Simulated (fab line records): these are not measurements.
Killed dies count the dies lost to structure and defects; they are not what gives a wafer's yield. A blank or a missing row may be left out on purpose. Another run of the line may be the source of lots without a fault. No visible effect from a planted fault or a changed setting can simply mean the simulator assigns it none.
fab line records	flow sfq_line
[record] lots = 6	wafers = 18	last_day = 90
route steps=325 shown R5@213 I5@228 C5@240 M6@251 M8@325
lots that met no fault: taken from a fault-free run of the same line
start_h: the number of hours between the record's first day and the start of the first shown wafer of the lot	wait_h: hours since the lot's step before	" unchanged from the row above	L1.1+2: one row covering several wafers at once	- either no value or no given start	* or withheld: withheld	< > ~ a bound
route shown NAME@n: names a module that has steps shown in the file, with the first one's number in the route	usual: mean/standard deviation of fault-free wafers	same: alike in all rows	chamber/n: place in a boat	sites: per-site readings	_std_site: their standard deviation	_edge_site: mean of outer sites minus mean of inner sites	radius_mm: for every site, how far away it sits from the centre of the wafer	mask NAME#n: copy n	behind: the last tool/chamber to shape the wafer	hold: reason for holding the lot/hours on hold/outcome of the hold	device: names the non-switching transistor (n, p or np)	end of line: tests run on the same wafers once the route is complete	a step without rows: its recipe alone	killed: the dies lost at the first sort to structure and to defects; this is not the yield of the wafer	map: shows each die of a wafer: x if killed, . if not, _ if none is there
set.NAME: setting as actually run; set.NAME@STEP: the setting as run at that earlier step	model.NAME: the simulator's own value behind a step, which no gauge read
lots at selected steps of the route; one table per step, one row per wafer
services: when a tool's chamber went out of use (start_h, in hours from the record's first day, below 0 if earlier), for how many hours, and the reason
[[steps]]
[step SFQ_TRILAYER_R5_DEP_SPUTTER_133]
[recipe] material = MoNx	base_pressure_pa = 1.33e-06	target_thk_nm = 40	power_w = 1000	time_s = 66.7	chamber_pressure_pa = 0.4
[usual] throttle_valve_pct = 30.3/0.68
lot.wafer	tool	chamber	start_h	wait_h	throttle_valve_pct
L333.1	pvd_sputter-05	-	1228.11	0.0	30.5
L333.3	"	-	"	"	30.6
L333.4	"	-	"	"	31.1
L334.3	pvd_sputter-04	-	1237.78	0.0	31.2
L334.5	"	-	"	"	28.7
L334.6	"	-	"	"	31.0
L337.1	pvd_sputter-06	-	1254.52	0.0	28.6
L337.2	"	-	"	"	29.9
L337.3	"	-	"	"	29.5
L338.1	pvd_sputter-06	-	1278.94	0.0	28.7
L338.2	"	-	"	"	29.5
L338.5	"	-	"	"	29.1
L347.1	pvd_sputter-05	-	1381.25	0.0	30.8
L347.2	"	-	"	"	30.2
L347.5	"	-	"	"	30.5
L349.2	pvd_sputter-05	-	1387.25	0.0	30.1
L349.3	"	-	"	"	31.0
L349.6	"	-	"	"	30.3
[step SFQ_TRILAYER_R5_DEP_SPUTTER_134]
[recipe] material = Ti	base_pressure_pa = 1.33e-06	target_thk_nm = 5	power_w = 2000	time_s = 5	chamber_pressure_pa = 0.4
[step SFQ_R5_RS_MEAS_933]
[recipe] thk_meas_gauge = four-point-probe	reads = Ti_of_TRILAYER_R5_DEP_SPUTTER_134+MoNx_of_TRILAYER_R5_DEP_SPUTTER_133+Ti_of_TRILAYER_R5_DEP_SPUTTER_132
[usual] R5_MONX_RS = 7.06/0.067
lot.wafer	tool	chamber	start_h	wait_h	R5_MONX_RS[ohm/sq]
L333.1	film_metro-03	-	1228.19	0.0	7.12
L333.3	"	-	"	"	7.06
L333.4	"	-	"	"	7.06
L334.3	film_metro-02	-	1237.89	0.0	7.12
L334.5	"	-	"	"	7.06
L334.6	"	-	"	"	7.10
L337.1	film_metro-03	-	1254.60	0.0	7.06
L337.2	"	-	"	"	7.03
L337.3	"	-	"	"	6.99
L338.1	film_metro-04	-	1279.01	0.0	7.08
L338.2	"	-	"	"	7.09
L338.5	"	-	"	"	7.16
L347.1	film_metro-03	-	1381.32	0.0	7.03
L347.2	"	-	"	"	6.97
L347.5	"	-	"	"	7.02
L349.2	film_metro-04	-	1387.34	0.0	7.02
L349.3	"	-	"	"	7.05
L349.6	"	-	"	"	7.10
[step SFQ_R5_THK_MEAS_934]
[recipe] thk_meas_gauge = xrf	reads = MoNx_of_TRILAYER_R5_DEP_SPUTTER_133
[usual] R5_MONX_THK = 40.3/0.46
lot.wafer	tool	chamber	start_h	wait_h	R5_MONX_THK[nm]
L333.1	film_metro-03	-	1228.31	0.1	40.2
L333.3	"	-	"	"	40.6
L333.4	"	-	"	"	40.6
L334.3	film_metro-02	-	1237.99	0.1	39.8
L334.5	"	-	"	"	40.2
L334.6	"	-	"	"	39.9
L337.1	film_metro-03	-	1254.72	0.1	40.4
L337.2	"	-	"	"	40.3
L337.3	"	-	"	"	40.8
L338.1	film_metro-04	-	1279.13	0.1	40.1
L338.2	"	-	"	"	40.1
L338.5	"	-	"	"	39.8
L347.1	film_metro-03	-	1381.44	0.1	40.3
L347.2	"	-	"	"	41.0
L347.5	"	-	"	"	40.4
L349.2	film_metro-04	-	1387.45	0.1	40.6
L349.3	"	-	"	"	40.4
L349.6	"	-	"	"	40.4
[step SFQ_TRILAYER_R5_LITHO_COAT_141]
[recipe] resist = BARC	spin_rpm = 3000	resist_thk_nm = 62
[step SFQ_TRILAYER_R5_LITHO_COAT_136]
[recipe] resist = KrF	spin_rpm = 3000	resist_thk_nm = 600
[step SFQ_TRILAYER_R5_LITHO_SOFTBAKE_140]
[recipe] temp_c = withheld	time_s = withheld	resist = KrF
[step SFQ_TRILAYER_R5_LITHO_EXPOSE_137]
[recipe] mask_id = R5	na = 0.6	source_shape = conventional	sigma_outer = 0.65	target_cd_nm = 500	dose_mj = 14.4
[step SFQ_TRILAYER_R5_LITHO_PEB_139]
[recipe] peb_temp_c = 115	peb_time_s = 60	resist = KrF
[step SFQ_TRILAYER_R5_LITHO_DEVELOP_138]
[recipe] time_s = 60	resist = KrF
[step SFQ_R5_OVL_MEAS_935]
[usual] R5_OVL = 0/5.7
lot.wafer	tool	chamber	start_h	wait_h	R5_OVL[nm]
L333.1	overlay-01	-	1354.76	0.1	3
L333.3	"	-	"	"	10
L333.4	"	-	"	"	-1
L334.3	overlay-01	-	1369.30	0.1	-1
L334.5	"	-	"	"	0
L334.6	"	-	"	"	-5
L337.1	overlay-02	-	1387.41	0.1	-5
L337.2	"	-	"	"	16
L337.3	"	-	"	"	10
L338.1	overlay-01	-	1406.61	0.1	-10
L338.2	"	-	"	"	-11
L338.5	"	-	"	"	-5
L347.1	overlay-01	-	1507.33	0.1	-6
L347.2	"	-	"	"	-5
L347.5	"	-	"	"	-5
L349.2	overlay-02	-	1515.74	0.1	1
L349.3	"	-	"	"	1
L349.6	"	-	"	"	4
[step SFQ_TRILAYER_R5_BARC_OPEN_METAL_ETCH_177]
[recipe] mask_material = PR	chemistry = O2	target_depth_nm = 125	target = BARC	icp_w = 600	bias_w = 80	pressure_mtorr = 10	time_s = 41.7
[usual] drypump_motor_current_A = 5.8/0.42	oes_product_au = 0.686/0.0043
lot.wafer	tool	chamber	start_h	wait_h	drypump_motor_current_A	oes_product_au	rf_hours_counter_h
L333.1	rie_metal-01	1	1354.79	0.0	5.9	0.690	81
L333.3	"	1	"	"	5.9	0.684	-
L333.4	"	1	"	"	5.9	0.691	-
L334.3	rie_metal-03	1	1369.34	0.0	6.0	0.681	-
L334.5	"	1	"	"	6.0	0.689	-
L334.6	"	0	"	"	6.1	0.688	-
L337.1	rie_metal-01	1	1387.44	0.0	5.9	0.688	87
L337.2	"	0	"	"	6.4	0.686	4
L337.3	"	1	"	"	5.9	0.683	-
L338.1	rie_metal-03	0	1406.64	0.0	6.1	0.688	84
L338.2	"	1	"	"	6.0	0.679	27
L338.5	"	1	"	"	6.0	0.684	-
L347.1	rie_metal-01	1	1507.37	0.0	5.9	0.687	103
L347.2	"	0	"	"	6.4	0.680	20
L347.5	"	0	"	"	6.4	0.683	-
L349.2	rie_metal-01	1	1515.77	0.0	5.9	0.688	105
L349.3	"	0	"	"	6.4	0.678	-
L349.6	"	1	"	"	5.9	0.686	-
[step SFQ_TRILAYER_R5_ETCH_METAL_ETCH_139]
[recipe] stop_on = SiO2	mask_material = PR	chemistry = Cl2	target_depth_nm = 60	icp_w = 600	bias_w = 82.87	pressure_mtorr = 10	time_s = 40
[usual] drypump_motor_current_A = 5.9/0.42	oes_product_au = 0.993/0.0046
lot.wafer	tool	chamber	start_h	wait_h	drypump_motor_current_A	oes_product_au	rf_hours_counter_h	model.R5.feature_depth_nm	model.etch.depth_nm	model.KrF_of_TRILAYER_R5_LITHO_COAT_136.thk_nm
L333.1	rie_metal-01	1	1354.91	0.1	5.9	0.988	81	60	60	497.9
L333.3	"	1	"	"	6.0	0.997	-	60	60	496.5
L333.4	"	1	"	"	5.9	0.993	-	60	60	500.4
L334.3	rie_metal-03	1	1369.40	0.0	6.0	0.992	-	60	60	498.1
L334.5	"	1	"	"	6.0	0.993	-	60	60	499.8
L334.6	"	0	"	"	6.1	0.992	-	60	60	499.5
L337.1	rie_metal-01	1	1387.50	0.0	5.9	0.987	87	60	60	500.4
L337.2	"	0	"	"	6.4	0.985	4	59.83	59.83	500.7
L337.3	"	1	"	"	5.9	0.989	-	59.94	59.94	497.7
L338.1	rie_metal-03	0	1406.70	0.0	6.1	0.997	84	60	60	499.4
L338.2	"	1	"	"	6.0	0.997	27	60	60	499.3
L338.5	"	1	"	"	6.0	0.991	-	60	60	499.6
L347.1	rie_metal-01	1	1507.43	0.0	5.9	0.992	103	60	60	496.3
L347.2	"	0	"	"	6.5	0.790	20	39.94	39.94	508.5
L347.5	"	0	"	"	6.5	0.782	-	39.34	39.34	509.9
L349.2	rie_metal-01	1	1515.83	0.0	5.9	0.996	105	60	60	496.3
L349.3	"	0	"	"	6.5	0.777	-	39.28	39.28	505.6
L349.6	"	1	"	"	5.9	0.998	-	60	60	497.9
[step SFQ_TRILAYER_R5_STRIP_STRIP_140]
[recipe] gas = O2	power_w = 200	platen_temp_c = 40	overash_fraction = 0.65	chemistry = O2	pressure_mtorr = 50
[usual] drypump_motor_current_A = 5.8/0.42	oes_product_au = 1.000/0.0074
lot.wafer	tool	chamber	start_h	wait_h	drypump_motor_current_A	oes_product_au	rf_hours_counter_h
L333.1	rie_metal-01	1	1355.03	0.1	5.9	0.995	82
L333.3	"	1	"	"	5.9	0.996	-
L333.4	"	1	"	"	5.9	1.003	-
L334.3	rie_metal-03	1	1369.64	0.2	6.0	1.005	-
L334.5	"	1	"	"	6.0	0.998	-
L334.6	"	0	"	"	6.1	1.004	-
L337.1	rie_metal-01	1	1387.56	0.0	5.9	0.995	87
L337.2	"	0	"	"	6.4	0.982	4
L337.3	"	1	"	"	5.9	0.988	-
L338.1	rie_metal-03	0	1406.76	0.0	6.1	0.999	84
L338.2	"	1	"	"	6.0	1.001	27
L338.5	"	1	"	"	6.0	0.997	-
L347.1	rie_metal-01	1	1507.49	0.0	5.9	1.000	103
L347.2	"	0	"	"	6.4	1.007	20
L347.5	"	0	"	"	6.5	0.998	-
L349.2	rie_metal-01	1	1515.89	0.0	5.9	0.997	105
L349.3	"	0	"	"	6.5	0.997	-
L349.6	"	1	"	"	5.9	1.002	-
[step SFQ_TRILAYER_R5_STRIP_SOLV_CLEAN_141]
[recipe] chemistry = NMP	temp_c = 70	time_s = 600
[step SFQ_TRILAYER_A5C_DEP_PECVD_142]
[recipe] material = SiO2	temp_c = 150	time_s = 15.556	pressure_torr = 2.4	rf_w = 183.3	precursor = SiH4/N2O	target_thk_nm = 70
[step SFQ_TRILAYER_I5_LITHO_COAT_149]
[recipe] resist = BARC	spin_rpm = 3000	resist_thk_nm = 62
[step SFQ_TRILAYER_I5_LITHO_COAT_144]
[recipe] resist = KrF	spin_rpm = 3000	resist_thk_nm = 650
[step SFQ_TRILAYER_I5_LITHO_SOFTBAKE_148]
[recipe] temp_c = withheld	time_s = withheld	resist = KrF
[step SFQ_TRILAYER_I5_LITHO_EXPOSE_145]
[recipe] mask_id = I5	na = 0.6	source_shape = conventional	sigma_outer = 0.65	target_cd_nm = 700	dose_mj = 21.3
[step SFQ_TRILAYER_I5_LITHO_PEB_147]
[recipe] peb_temp_c = 115	peb_time_s = 60	resist = KrF
[step SFQ_TRILAYER_I5_LITHO_DEVELOP_146]
[recipe] time_s = 60	resist = KrF
[step SFQ_I5_OVL_MEAS_936]
[usual] I5_OVL = -1/4.4
lot.wafer	tool	chamber	start_h	wait_h	I5_OVL[nm]
L333.1	overlay-02	-	1484.28	0.1	2
L333.3	"	-	"	"	2
L333.4	"	-	"	"	2
L334.3	overlay-02	-	1497.50	0.1	11
L334.5	"	-	"	"	5
L334.6	"	-	"	"	6
L337.1	overlay-02	-	1517.08	0.1	4
L337.2	"	-	"	"	0
L337.3	"	-	"	"	0
L338.1	overlay-02	-	1533.78	0.1	1
L338.2	"	-	"	"	8
L338.5	"	-	"	"	1
L347.1	overlay-02	-	1621.73	0.1	-4
L347.2	"	-	"	"	-8
L347.5	"	-	"	"	-6
L349.2	overlay-01	-	1631.33	0.1	2
L349.3	"	-	"	"	1
L349.6	"	-	"	"	1
[step SFQ_TRILAYER_I5_BARC_OPEN_VIA_ETCH_200]
[recipe] mask_material = PR	chemistry = O2	target_depth_nm = 125	target = BARC	source_w = 500	bias_w = 80	pressure_mtorr = 30	time_s = 41.7
[step SFQ_TRILAYER_I5_ETCH_VIA_ETCH_147]
[recipe] stop_on = Nb	mask_material = PR	chemistry = CHF3	target_depth_nm = 360	source_w = 500	bias_w = 80	pressure_mtorr = 30	time_s = withheld
[step SFQ_TRILAYER_I5_STRIP_STRIP_148]
[recipe] gas = O2	power_w = 192.6	platen_temp_c = 40	overash_fraction = 0.65	chemistry = O2	pressure_mtorr = 50
[step SFQ_TRILAYER_I5_STRIP_SOLV_CLEAN_149]
[recipe] chemistry = NMP	temp_c = 70	time_s = 600
[step SFQ_TRILAYER_C5_LITHO_COAT_156]
[recipe] resist = BARC	spin_rpm = 3000	resist_thk_nm = 62
[step SFQ_TRILAYER_C5_LITHO_COAT_151]
[recipe] resist = KrF	spin_rpm = 3000	resist_thk_nm = 650
[step SFQ_TRILAYER_C5_LITHO_SOFTBAKE_155]
[recipe] temp_c = withheld	time_s = withheld	resist = KrF
[step SFQ_TRILAYER_C5_LITHO_EXPOSE_152]
[recipe] mask_id = C5	na = 0.6	source_shape = conventional	sigma_outer = 0.65	target_cd_nm = 500	dose_mj = 21.3
[step SFQ_TRILAYER_C5_LITHO_PEB_154]
[recipe] peb_temp_c = 115	peb_time_s = 60	resist = KrF
[step SFQ_TRILAYER_C5_LITHO_DEVELOP_153]
[recipe] time_s = 60	resist = KrF
[step SFQ_C5_OVL_MEAS_937]
[usual] C5_OVL = -1/4.7
lot.wafer	tool	chamber	start_h	wait_h	C5_OVL[nm]
L333.1	overlay-01	-	1596.21	0.1	-3
L333.3	"	-	"	"	2
L333.4	"	-	"	"	1
L334.3	overlay-01	-	1605.82	0.1	-7
L334.5	"	-	"	"	-2
L334.6	"	-	"	"	-4
L337.1	overlay-01	-	1620.53	0.1	-8
L337.2	"	-	"	"	-4
L337.3	"	-	"	"	-2
L338.1	overlay-01	-	1643.33	0.1	-10
L338.2	"	-	"	"	-8
L338.5	"	-	"	"	-7
L347.1	overlay-02	-	1732.72	0.1	2
L347.2	"	-	"	"	8
L347.5	"	-	"	"	6
L349.2	overlay-02	-	1741.25	0.1	5
L349.3	"	-	"	"	-1
L349.6	"	-	"	"	-5
[step SFQ_TRILAYER_C5_BARC_OPEN_VIA_ETCH_210]
[recipe] mask_material = PR	chemistry = O2	target_depth_nm = 125	target = BARC	source_w = 500	bias_w = 80	pressure_mtorr = 30	time_s = 41.7
[usual] drypump_motor_current_A = 5.7/0.39	oes_product_au = 0.685/0.0049
lot.wafer	tool	chamber	start_h	wait_h	drypump_motor_current_A	oes_product_au	rf_hours_counter_h
L333.1	rie_diel-01	2	1596.24	0.0	6.2	0.688	15
L333.3	"	1	"	"	5.8	0.681	7
L333.4	"	3	"	"	5.9	0.687	6
L334.3	rie_diel-03	2	1605.84	0.0	5.8	0.683	6
L334.5	"	0	"	"	5.1	0.688	-
L334.6	"	1	"	"	5.9	0.690	-
L337.1	rie_diel-03	1	1620.56	0.0	5.9	0.689	18
L337.2	"	3	"	"	6.0	0.690	6
L337.3	"	0	"	"	5.2	0.688	11
L338.1	rie_diel-01	0	1643.36	0.0	5.4	0.685	5
L338.2	"	3	"	"	5.9	0.689	6
L338.5	"	1	"	"	5.7	0.685	-
L347.1	rie_diel-03	1	1732.75	0.0	5.9	0.684	20
L347.2	"	0	"	"	5.2	0.688	13
L347.5	"	2	"	"	5.7	0.682	-
L349.2	rie_diel-04	3	1741.28	0.0	5.7	0.692	19
L349.3	"	0	"	"	5.0	0.692	0
L349.6	"	0	"	"	5.0	0.685	-
[step SFQ_TRILAYER_C5_ETCH_VIA_ETCH_154]
[recipe] target = SiO2	mask_material = PR	chemistry = CHF3	target_depth_nm = 84	source_w = 500	bias_w = 80	pressure_mtorr = 30	time_s = withheld	stop_on = Nb
[step SFQ_TRILAYER_C5_STRIP_STRIP_155]
[recipe] gas = O2	power_w = 200	platen_temp_c = 40	overash_fraction = 0.65	chemistry = O2	pressure_mtorr = 50
[usual] drypump_motor_current_A = 5.8/0.4	oes_product_au = 1.000/0.0074
lot.wafer	tool	chamber	start_h	wait_h	drypump_motor_current_A	oes_product_au	rf_hours_counter_h
L333.1	rie_metal-03	1	1596.33	-	6.0	1.001	55
L333.3	"	0	"	"	6.1	1.014	-
L333.4	"	1	"	"	6.0	1.014	-
L334.3	rie_metal-03	1	1606.13	-	6.0	1.008	-
L334.5	"	0	"	"	6.1	0.998	-
L334.6	"	1	"	"	6.0	0.999	-
L337.1	rie_metal-04	0	1620.65	-	5.1	1.013	134
L337.2	"	1	"	"	5.8	1.004	55
L337.3	"	0	"	"	5.1	0.993	-
L338.1	rie_metal-04	0	1643.45	-	5.1	1.003	137
L338.2	"	1	"	"	5.9	1.011	58
L338.5	"	0	"	"	5.1	0.996	-
L347.1	rie_metal-02	0	1732.84	-	6.3	0.985	36
L347.2	"	1	"	"	5.5	1.004	41
L347.5	"	1	"	"	5.5	0.994	-
L349.2	rie_metal-02	1	1741.37	-	5.4	1.015	42
L349.3	"	0	"	"	6.3	0.996	-
L349.6	"	1	"	"	5.4	0.998	-
[step SFQ_TRILAYER_C5_STRIP_SOLV_CLEAN_156]
[recipe] chemistry = NMP	temp_c = 70	time_s = 600
[step SFQ_TRILAYER_M6_DEP_PRE_CLEAN_158]
[recipe] gas = Ar	time_s = 22.5	bias_v = 250
[step SFQ_TRILAYER_M6_DEP_SPUTTER_157]
[recipe] material = Nb	base_pressure_pa = 1.33e-06	chamber_pressure_pa = 0.1333	substrate_temp_c = 20	target_thk_nm = 200	power_w = 2000	time_s = 133.3
[step SFQ_M6_RS_MEAS_938]
[recipe] thk_meas_gauge = four-point-probe	reads = Nb_of_TRILAYER_M6_DEP_SPUTTER_157
[usual] M6_NB_RS = 0.887/0.0072
lot.wafer	tool	chamber	start_h	wait_h	M6_NB_RS[ohm/sq]
L333.1	film_metro-03	-	1597.22	0.0	0.881
L333.3	"	-	"	"	0.887
L333.4	"	-	"	"	0.897
L334.3	film_metro-01	-	1606.86	0.1	0.896
L334.5	"	-	"	"	0.897
L334.6	"	-	"	"	0.890
L337.1	film_metro-03	-	1621.56	0.0	0.874
L337.2	"	-	"	"	0.875
L337.3	"	-	"	"	0.882
L338.1	film_metro-03	-	1644.69	0.4	0.884
L338.2	"	-	"	"	0.874
L338.5	"	-	"	"	0.874
L347.1	film_metro-01	-	1733.74	0.0	0.893
L347.2	"	-	"	"	0.895
L347.5	"	-	"	"	0.899
L349.2	film_metro-03	-	1742.28	0.1	0.886
L349.3	"	-	"	"	0.899
L349.6	"	-	"	"	0.890
[step SFQ_M8_BOW_MEAS_951]
[recipe] mode = bow
[usual] M8_BOW = 9/10
lot.wafer	tool	chamber	start_h	wait_h	M8_BOW[um]	model.etest.r5.comb_log10_ohm
L333.1	film_metro-03	-	2069.33	0.0	18	12
L333.3	"	-	"	"	18	12
L333.4	"	-	"	"	13	12
L334.3	film_metro-03	-	2070.55	0.0	7	12
L334.5	"	-	"	"	2	12
L334.6	"	-	"	"	-4	12
L337.1	film_metro-03	-	2078.34	0.0	29	12
L337.2	"	-	"	"	27	12
L337.3	"	-	"	"	34	12
L338.1	film_metro-03	-	2080.74	0.0	1	12
L338.2	"	-	"	"	4	12
L338.5	"	-	"	"	1	12
L347.1	film_metro-03	-	2146.96	0.0	10	12
L347.2	"	-	"	"	17	0
L347.5	"	-	"	"	21	0
L349.2	film_metro-03	-	2160.04	0.0	14	12
L349.3	"	-	"	"	12	0
L349.6	"	-	"	"	13	12
[[services]]
tool	chamber	start_h	hours	kind
rie_metal-02	-	1219.29	0.8	repair
rie_diel-01	3	1244.99	4.2	repair
rie_diel-01	0	1267.05	1.4	repair
rie_diel-03	-	1268.17	2.0	repair
rie_metal-03	-	1268.64	2.8	pm
rie_metal-01	-	1272.33	0.2	repair
rie_diel-01	2	1282.97	4.9	repair
rie_metal-02	-	1295.42	1.4	pm
pvd_sputter-05	-	1296.85	3.3	repair
pvd_sputter-05	-	1325.11	19.0	repair
rie_metal-03	-	1412.31	1.1	repair
rie_diel-03	-	1420.58	2.8	pm
pvd_sputter-05	-	1451.01	8.4	repair
rie_diel-03	0	1476.27	4.2	repair
rie_metal-03	1	1486.83	5.3	repair
pvd_sputter-05	-	1519.68	7.5	repair
rie_diel-03	2	1547.62	4.4	repair
rie_diel-03	-	1574.47	10.0	pm
rie_diel-03	2	1613.17	9.6	repair
rie_diel-03	3	1635.01	4.2	repair
rie_diel-03	0	1660.01	1.9	repair
rie_metal-03	-	1677.87	1.1	repair
rie_diel-03	-	1698.13	4.5	repair
rie_metal-03	0	1702.70	10.2	repair
[[key]]
[first_sign] step = SFQ_TRILAYER_R5_ETCH_METAL_ETCH_139	reading = oes_product_au	direction = down	sigmas = 46	usual = 0.993	struck = 0.783
effect none on later readings
[model_effect] step = SFQ_TRILAYER_R5_ETCH_METAL_ETCH_139	value = R5.feature_depth_nm	without = 59.99	struck = 39.52
[model_effect] step = SFQ_M8_BOW_MEAS_951	value = etest.r5.comb_log10_ohm	without = 12	struck = 0
met_at SFQ_TRILAYER_R5_ETCH_METAL_ETCH_139
struck_wafers L347.2,L347.5,L349.3
onset_between 1387.50 1507.43
[fault] kind = process_parameter_drift	tool = rie_metal-01	chamber = 0	onset_h = 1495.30	steps = SFQ_TRILAYER_R5_ETCH_METAL_ETCH_139	channel = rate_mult	offset = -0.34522	shape = step	end_h = 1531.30
